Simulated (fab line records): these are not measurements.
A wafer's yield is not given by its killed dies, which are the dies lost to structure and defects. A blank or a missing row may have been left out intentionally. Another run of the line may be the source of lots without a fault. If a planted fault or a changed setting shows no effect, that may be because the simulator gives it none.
A struck lot beside a sound one :: flow gf180mcu :: 19 steps out of a route of 602
Sound: these wafers, L700.3, L700.4, L700.6. Struck: wafers L707.2, L707.6. (L707.5 of the same lot was not struck and is left out.) The cause comes at the end.
Order at every step that has rows: each side's tool, ch and its chambers, its first start. Under that, the readings that differ: sound wafers :: struck wafers :: difference of the means :: sigmas: that difference in standard deviations of wafers without a fault.
alike: same words and numbers on both sides, and readings whose means sit less than 2 such deviations apart. not compared: any withheld reading, any reading some wafer has no value for, any bound like >300 that may hide the same value, and any number with overlapping values for which the record gives no deviation.
The two part at a step that has a row with sigmas, a row that says differs or no value, or rows on one side only. Numbers that don't overlap but have no deviation are shown without sigmas and don't part them. A reading that every wafer of one side lacks parts them only if that side has two wafers or more.

GF_CONTACT_CMP_27: polishes, stops on SiO2, t overpolish 15 s, target thk 0 nm.
  sound on cmp-02 ch 0,3, day 20 06:48; struck on cmp-02 ch 1,2, day 22 06:35
  alike: motor current A, overpolish run s, time to endpoint s
then, 1 step without rows for these wafers: GF_M1_SPUTTER_00 (material Ti, target thk 37.5 nm, time 150 s).
GF_M1_SPUTTER_01: material TiN, target thk 30 nm, time 25 s.
  sound on pvd sputter-02 at day 20 07:12; struck on pvd sputter-04 at day 22 06:59
  alike: throttle valve pct
GF_M1_SPUTTER_02: material AlCu, target thk 450 nm, time 23.9 s.
  sound on pvd sputter-02 at day 20 07:14; struck on pvd sputter-04 at day 22 07:01
  alike: throttle valve pct
GF_M1_SPUTTER_03: material Ti, target thk 10 nm, time 6.7 s.
  sound on pvd sputter-02 at day 20 07:16; struck on pvd sputter-04 at day 22 07:02
  alike: throttle valve pct
GF_M1_SPUTTER_04: material TiN, target thk 50 nm, time 41.7 s.
  sound on pvd sputter-02 at day 20 07:17; struck on pvd sputter-04 at day 22 07:04
  alike: throttle valve pct
GF_M1_RS_MEAS_05: a four-point-probe measurement.
  sound on film metro-04 at day 20 07:22; struck on film metro-01 at day 22 07:07
reading: M1_ALCU_RS (ohm/sq)
sound: 0.0670 0.0676 0.0682
struck: 0.0708 0.0710
difference: +0.0033
sigmas: +4
GF_M1_THK_MEAS_06: measures by xrf.
  sound on film metro-04 at day 20 07:28; struck on film metro-01 at day 22 07:14
reading: M1_ALCU_THK (nm)
sound: 460 457 449
struck: 443 440
difference: -14
sigmas: -2
then, 4 steps without rows for these wafers: GF_M1_DEHYDRATE_07 (time 60 s); GF_M1_HMDS_08 (prime time 60 s); GF_M1_COAT_09 (resist thk 1000 nm); GF_M1_SOFTBAKE_10 (time 60 s).
GF_M1_EXPOSE_11: exposes mask Metal1, target cd 230 nm.
  sound on krf scanner-01 ch 0, day 20 19:13; struck on krf scanner-02 ch 0, day 22 18:38
  alike: mask
then, 2 steps without rows for these wafers: GF_M1_PEB_12 (peb time 90 s); GF_M1_DEVELOP_13 (develop time 60 s).
GF_M1_CD_MEAS_14: target cd 230 nm.
  sound on cd sem-01 at day 21 06:34; struck on cd sem-02 at day 23 05:59
reading: cd nm (nm)
sound: 231.1 229.8 231.0
struck: 133.7 133.7
difference: -96.9
sigmas: -88
  not compared: hold
GF_M1_OVL_MEAS_15:
  sound on overlay-01 at day 21 06:39; struck on overlay-02 at day 23 10:31
reading: hold
sound: - - -
struck: await dispo/4.4h/release await dispo/4.4h/release
difference: no value on the sound wafers
sigmas: 
  alike: M1_OVL
GF_M1_METAL_ETCH_16: etches the open film in Cl2/BCl3, stops on SiO2, target depth 627.5 nm, time 104.6 s.
  sound on rie metal-04 ch 0, day 21 06:45; struck on rie metal-01 ch 0, day 23 10:32
reading: throttle valve pct (%)
sound: 28.237 28.248 28.235
struck: 28.262 28.260
difference: +0.021
sigmas: +2

reading: model.M1.cd nm (nm)
sound: 225.9 225.3 225.9
struck: 134.5 135
difference: -91.0
sigmas: 
  alike: drypump motor current A, he backside leak sccm, oes product au
  not compared: rf hours counter h
then, 1 step without rows for these wafers: GF_M1_STRIP_17 (strips in O2/N2).

== WHERE THEY PART ==
Last at GF_M1_METAL_ETCH_16 as far as this record goes, first at GF_M1_RS_MEAS_05.

WHY: the cause the simulator had injected
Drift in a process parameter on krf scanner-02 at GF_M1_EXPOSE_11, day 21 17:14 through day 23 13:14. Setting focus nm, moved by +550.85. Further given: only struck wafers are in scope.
